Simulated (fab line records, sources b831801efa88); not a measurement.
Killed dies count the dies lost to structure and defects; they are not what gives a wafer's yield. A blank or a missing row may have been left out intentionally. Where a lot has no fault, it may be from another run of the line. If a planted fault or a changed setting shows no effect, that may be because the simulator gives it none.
Problem report in the 8D (eight disciplines) form, filled by code :: flow gf180mcu :: the parts of the form that need people (team, actions taken, sign-off) are left out

== 1. PROBLEM STATEMENT ==
Wafers without a fault read 259.7 nm, standard deviation 1.1; cd_nm at GF_V5_CD_MEAS_14 reads a mean of 268.9 nm on 6 wafers belonging to 2 lots. That puts it +8.3 standard deviations away from the usual mean.
The step: target cd 260 nm.
First seen on wafer L444.2, day 33 00:28, on cd_sem-02. The record holds 36 wafers of 12 lots with a number at this step. Rule for "out" (also "out of limits"): further than 4 standard deviations from the usual mean. The other wafers with a number count as sound.

== 2. WHAT IT IS, AND WHAT IT ISN'T ==
question: which readings at this step
is: cd_nm
is not: -

question: which lots
is: L444, L445
is not: L424, L425, L426, L427, L429, L431, L432, L433, L442, L443

question: which wafers of those lots
is: all that have a number
is not: -

question: read on which gauges
is: cd_sem-02
is not: cd_sem-01

question: when
is: from day 33 00:28
is not: up to then (30 sound wafers)

== 3. WHAT RULES OUT EACH SUSPECT ==
Counting: a tool at a process step up to the reading stays a suspect if it ran every lot that is out and no sound lot after the first of them.
- ruled out: the gauge at GF_V5_CD_MEAS_14. All the wafers that are out were read on cd_sem-02, but those of them that GF_V5_PEB_12 has rows for are out there too, on other tools.
- litho_track-03 at GF_V5_PEB_12 (peb time 90 s): kept. All lots that are out passed through it, beginning with L444 at day 33 00:08, and no sound lot followed; its final sound lot before that point was L443 at day 32 20:27. Out on those wafers are its own readings of heater_power_total_W, plate_temp_C.
Remaining after the count: litho_track-03 at GF_V5_PEB_12.

== 4. THE CAUSE (what the simulator had put in) ==
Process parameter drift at GF_V5_PEB_12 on litho_track-03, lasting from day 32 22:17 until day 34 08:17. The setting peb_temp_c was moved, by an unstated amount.
Counting left only this tool.

== 5. SEQUENCE OF EFFECTS, ordered by route ==
Each row: a reading where the mean over the struck wafers with a number is more than 3 standard deviations away from the usual. Readings are gone through only where the record gives a usual standard deviation; hours: the median, over the lots, of the time from a lot's start at the first step in this table giving one to that lot's start at this step; sigmas: the change measured in usual standard deviations.
hours: 0
step: GF_V5_PEB_12
reading: heater_power_total_W
usual: 85.70 W
on struck wafers: 89.00
change: +3.30
sigmas: +38

hours: 0
step: GF_V5_PEB_12
reading: plate_temp_C
usual: 135.01 C
on struck wafers: 139.03
change: +4.03
sigmas: +31

hours: 0
step: GF_V5_CD_MEAS_14
reading: cd_nm
usual: 259.7 nm
on struck wafers: 268.9
change: +9.2
sigmas: +8.3
Here are the process steps it includes:
- GF_V5_PEB_12: peb time 90 s.

== 6. HOW IT WOULD HAVE BEEN CAUGHT EARLIER ==
2 hours passed between the start of the fault at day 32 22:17 and the first reading out of limits at a measuring or inspecting step in this record, taken at day 33 00:28.
At GF_V5_PEB_12, the tool's own readings (heater_power_total_W, plate_temp_C) were out on each struck wafer the step has a row for, so an alarm limit on them would have fired on the first such wafer.
Of the lots that are out (2), L445 began GF_V5_PEB_12 on litho_track-03 after day 33 00:28. A hold on the tool at that time would have spared it.
